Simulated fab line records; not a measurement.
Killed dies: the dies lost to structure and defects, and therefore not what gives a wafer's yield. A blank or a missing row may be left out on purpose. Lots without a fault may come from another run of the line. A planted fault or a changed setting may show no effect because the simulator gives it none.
The tool behind it: which one? ; flow gf180mcu ; 24 lots with 72 wafers sampled at 6 steps, on a route of 602 steps

## WHAT THE GAUGES SHOWED, per wafer
GF_V1_THK_MEAS_01.
lot;measured;on;V1_CVD_00_THK (nm)
L074;day 17 04:08;film metro-04;599 601 593
L075;day 17 16:19;film metro-04;601 609 600
L076;day 18 01:29;film metro-03;598 607 612
L077;day 18 05:43;film metro-03;597 592 601
L078;day 18 12:56;film metro-03;611 605 589
L079;day 18 22:32;film metro-01;592 596 597
L080;day 19 09:58;film metro-01;609 604 611
L081;day 19 14:17;film metro-03;600 600 600
L082;day 20 04:13;film metro-04;606 604 608
L083;day 20 11:52;film metro-04;597 604 590
L084;day 20 23:04;film metro-04;595 612 594
L085;day 21 06:32;film metro-04;599 608 599
L086;day 21 21:38;film metro-03;604 604 602
L087;day 22 01:26;film metro-04;600 592 604
L088;day 22 08:34;film metro-04;599 591 600
L089;day 22 18:17;film metro-01;596 596 593
L090;day 23 01:08;film metro-04;611 590 598
L091;day 23 09:16;film metro-01;599 610 604
L092;day 23 16:35;film metro-01;604 612 607
L093;day 24 02:43;film metro-03;601 596 598
L094;day 24 10:28;film metro-03;591 604 595
L095;day 24 18:53;film metro-01;607 598 612
L096;day 24 21:42;film metro-03;610 613 611
L097;day 25 06:10;film metro-01;599 601 585

GF_V3_THK_MEAS_03.
lot;measured;on;V3_CVD_02_THK (nm)
L074;day 21 09:25;film metro-04;860 876 850
L075;day 21 22:07;film metro-03;842 860 854
L076;day 22 08:17;film metro-03;847 845 863
L077;day 22 13:37;film metro-01;823 830 840
L078;day 22 19:58;film metro-01;843 853 858
L079;day 23 04:47;film metro-03;835 830 833
L080;day 23 15:45;film metro-03;839 851 850
L081;day 23 18:53;film metro-01;817 836 842
L082;day 24 08:24;film metro-03;848 848 828
L083;day 24 14:58;film metro-03;855 826 842
L084;day 25 00:55;film metro-03;829 839 845
L085;day 25 06:37;film metro-01;837 876 852
L086;day 25 21:46;film metro-03;859 886 849
L087;day 26 01:18;film metro-01;840 845 849
L088;day 26 07:51;film metro-04;851 834 852
L089;day 26 15:21;film metro-04;862 839 841
L090;day 26 21:26;film metro-04;836 828 843
L091;day 27 06:39;film metro-01;853 881 860
L092;day 27 12:20;film metro-04;841 846 848
L093;day 27 21:38;film metro-01;820 836 841
L094;day 28 05:05;film metro-01;867 871 871
L095;day 28 11:49;film metro-01;847 865 875
L096;day 28 12:48;film metro-03;832 837 851
L097;day 28 21:32;film metro-04;831 830 847

## WHICH TOOL RAN EACH LOT (tool, then ch and the chambers of the sampled wafers, then the start)
lot;GF_CONTACT_STRIP_18;GF_M1_SPUTTER_03;GF_M2_SPUTTER_02;GF_M3_SPUTTER_01
L074;plasma asher-02 ch 0,1, day 16 04:20;pvd sputter-04, day 16 05:26;pvd sputter-03, day 18 04:55;pvd sputter-04, day 20 07:23
L075;plasma asher-04 ch 0,1, day 16 15:23;pvd sputter-03, day 16 16:47;pvd sputter-03, day 18 17:14;pvd sputter-04, day 20 20:58
L076;plasma asher-03 ch 0,1, day 17 00:57;pvd sputter-03, day 17 02:05;pvd sputter-03, day 19 03:49;pvd sputter-03, day 21 07:42
L077;plasma asher-03 ch 0,1, day 17 04:58;pvd sputter-04, day 17 06:06;pvd sputter-02, day 19 08:31;pvd sputter-04, day 21 13:08
L078;plasma asher-02 ch 0,1, day 17 12:01;pvd sputter-03, day 17 13:10;pvd sputter-03, day 19 15:11;pvd sputter-04, day 21 19:14
L079;plasma asher-02 ch 0,1, day 17 21:12;pvd sputter-01, day 17 22:20;pvd sputter-02, day 20 01:28;pvd sputter-01, day 22 04:32
L080;plasma asher-04 ch 0,1, day 18 07:19;pvd sputter-04, day 18 08:28;pvd sputter-02, day 20 12:45;pvd sputter-01, day 22 15:23
L081;plasma asher-04 ch 0,1, day 18 11:33;pvd sputter-03, day 18 12:41;pvd sputter-02, day 20 16:32;pvd sputter-04, day 22 19:07
L082;plasma asher-03 ch 0,1, day 19 01:53;pvd sputter-04, day 19 03:00;pvd sputter-03, day 21 06:56;pvd sputter-03, day 23 08:38
L083;plasma asher-04 ch 0,1, day 19 09:16;pvd sputter-01, day 19 10:24;pvd sputter-01, day 21 14:01;pvd sputter-01, day 23 15:34
L084;plasma asher-04 ch 0, day 19 20:27;pvd sputter-04, day 19 21:35;pvd sputter-02, day 22 01:31;pvd sputter-04, day 24 01:52
L085;plasma asher-03 ch 0,1, day 20 04:07;pvd sputter-04, day 20 05:15;pvd sputter-01, day 22 07:57;pvd sputter-03, day 24 07:50
L086;plasma asher-04 ch 0,1, day 20 18:44;pvd sputter-04, day 20 19:52;pvd sputter-03, day 22 23:09;pvd sputter-01, day 24 23:22
L087;plasma asher-03 ch 0,1, day 21 00:00;pvd sputter-03, day 21 01:18;pvd sputter-03, day 23 02:28;pvd sputter-03, day 25 02:47
L088;plasma asher-04 ch 0,1, day 21 07:01;pvd sputter-01, day 21 08:09;pvd sputter-01, day 23 09:41;pvd sputter-04, day 25 09:36
L089;plasma asher-02 ch 0,1, day 21 16:46;pvd sputter-03, day 21 17:55;pvd sputter-02, day 23 18:56;pvd sputter-03, day 25 17:40
L090;plasma asher-04 ch 0,1, day 21 23:51;pvd sputter-03, day 22 01:00;pvd sputter-03, day 24 01:26;pvd sputter-03, day 25 23:23
L091;plasma asher-02 ch 0,1, day 22 08:05;pvd sputter-01, day 22 09:11;pvd sputter-02, day 24 10:14;pvd sputter-03, day 26 08:52
L092;plasma asher-04 ch 0,1, day 22 15:19;pvd sputter-03, day 22 16:28;pvd sputter-03, day 24 17:19;pvd sputter-04, day 26 14:46
L093;plasma asher-03 ch 0,1, day 23 01:29;pvd sputter-01, day 23 02:47;pvd sputter-01, day 25 03:10;pvd sputter-03, day 26 23:56
L094;plasma asher-03 ch 0,1, day 23 10:03;pvd sputter-04, day 23 11:10;pvd sputter-03, day 25 10:40;pvd sputter-03, day 27 07:40
L095;plasma asher-04 ch 0,1, day 23 19:00;pvd sputter-04, day 23 20:14;pvd sputter-02, day 25 18:20;pvd sputter-04, day 27 14:42
L096;plasma asher-04 ch 0,1, day 23 21:23;pvd sputter-01, day 23 22:32;pvd sputter-01, day 25 20:55;pvd sputter-01, day 27 16:37
L097;plasma asher-04 ch 0,1, day 24 06:28;pvd sputter-01, day 24 07:37;pvd sputter-03, day 26 04:56;pvd sputter-01, day 28 00:44
- GF_CONTACT_STRIP_18: strips in O2/N2.
- GF_M1_SPUTTER_03: material Ti, target thk 10 nm, time 6.7 s.
- GF_M2_SPUTTER_02: material AlCu, target thk 450 nm, time 23.9 s.
- GF_M3_SPUTTER_01: material TiN, target thk 30 nm, time 25 s.

## AS READ BY THE TOOLS THEMSELVES (means over the sampled wafers that have a number; for cases with no such wafer, the mark the record gives instead)
GF_CONTACT_STRIP_18.
lot;tool;drypump motor current A (A);heater power w (W);oes product au (a.u.)
L074;plasma asher-02;5.4;381;0.586
L075;plasma asher-04;5.6;335;0.580
L076;plasma asher-03;5.4;349;0.585
L077;plasma asher-03;5.0;393;0.583
L078;plasma asher-02;5.3;374;0.577
L079;plasma asher-02;5.4;374;0.581
L080;plasma asher-04;5.5;326;0.580
L081;plasma asher-04;5.7;334;0.579
L082;plasma asher-03;5.4;349;0.583
L083;plasma asher-04;5.6;339;0.581
L084;plasma asher-04;5.3;316;0.579
L085;plasma asher-03;5.4;352;0.580
L086;plasma asher-04;5.5;333;0.583
L087;plasma asher-03;5.0;387;0.583
L088;plasma asher-04;5.7;339;0.584
L089;plasma asher-02;5.5;369;0.578
L090;plasma asher-04;5.5;327;0.578
L091;plasma asher-02;5.4;377;0.576
L092;plasma asher-04;5.5;329;0.584
L093;plasma asher-03;5.0;396;0.579
L094;plasma asher-03;5.4;362;0.582
L095;plasma asher-04;5.5;335;0.576
L096;plasma asher-04;5.5;330;0.578
L097;plasma asher-04;5.7;341;0.583

GF_M1_SPUTTER_03.
lot;tool;throttle valve pct (%)
L074;pvd sputter-04;29.7
L075;pvd sputter-03;29.5
L076;pvd sputter-03;30.0
L077;pvd sputter-04;29.8
L078;pvd sputter-03;29.6
L079;pvd sputter-01;30.6
L080;pvd sputter-04;30.1
L081;pvd sputter-03;29.5
L082;pvd sputter-04;30.0
L083;pvd sputter-01;29.8
L084;pvd sputter-04;30.2
L085;pvd sputter-04;30.2
L086;pvd sputter-04;30.0
L087;pvd sputter-03;29.8
L088;pvd sputter-01;30.0
L089;pvd sputter-03;29.6
L090;pvd sputter-03;29.5
L091;pvd sputter-01;30.1
L092;pvd sputter-03;29.9
L093;pvd sputter-01;30.1
L094;pvd sputter-04;30.2
L095;pvd sputter-04;29.6
L096;pvd sputter-01;30.5
L097;pvd sputter-01;30.0

GF_M2_SPUTTER_02.
lot;tool;throttle valve pct (%)
L074;pvd sputter-03;29.8
L075;pvd sputter-03;29.8
L076;pvd sputter-03;29.8
L077;pvd sputter-02;30.5
L078;pvd sputter-03;29.5
L079;pvd sputter-02;30.9
L080;pvd sputter-02;30.7
L081;pvd sputter-02;30.3
L082;pvd sputter-03;30.0
L083;pvd sputter-01;30.1
L084;pvd sputter-02;31.7
L085;pvd sputter-01;29.6
L086;pvd sputter-03;29.5
L087;pvd sputter-03;29.7
L088;pvd sputter-01;29.9
L089;pvd sputter-02;29.7
L090;pvd sputter-03;29.9
L091;pvd sputter-02;29.6
L092;pvd sputter-03;29.9
L093;pvd sputter-01;30.2
L094;pvd sputter-03;29.5
L095;pvd sputter-02;30.1
L096;pvd sputter-01;30.5
L097;pvd sputter-03;29.8

GF_M3_SPUTTER_01.
lot;tool;throttle valve pct (%)
L074;pvd sputter-04;30.0
L075;pvd sputter-04;29.8
L076;pvd sputter-03;29.6
L077;pvd sputter-04;30.3
L078;pvd sputter-04;29.9
L079;pvd sputter-01;29.6
L080;pvd sputter-01;30.1
L081;pvd sputter-04;30.0
L082;pvd sputter-03;29.8
L083;pvd sputter-01;30.5
L084;pvd sputter-04;29.8
L085;pvd sputter-03;29.5
L086;pvd sputter-01;30.1
L087;pvd sputter-03;29.6
L088;pvd sputter-04;29.9
L089;pvd sputter-03;29.8
L090;pvd sputter-03;30.0
L091;pvd sputter-03;29.5
L092;pvd sputter-04;29.9
L093;pvd sputter-03;29.9
L094;pvd sputter-03;29.4
L095;pvd sputter-04;29.7
L096;pvd sputter-01;30.7
L097;pvd sputter-01;30.0

## THE ANSWER, worked out from the rows above alone
Rule: the lots themselves supply what counts as usual. The widest of any qualifying gaps counts: lots, ordered by their means at a reading, are off when they make up no more than a third of the lots, leave a main group of 4 or more, and stand apart from it by 3 or more times the standard deviation of that group's means. A main group whose means are all the same, to the digits that the tables above print for the reading, isn't used. A lot without any number at a reading at which 4 lots or more have one is off too. Where the step has rows for the other lots, those lots are counted as sound. First the gauges in route order, then the tools' own readings, where a lot's mean is used as printed above. At the first step where some lot is off, the reading lying furthest off is the one used; lots without a number count as furthest.
No lot is off at any reading shown: from this, nothing can be told.

## WHAT THE SIMULATOR HAD INSERTED
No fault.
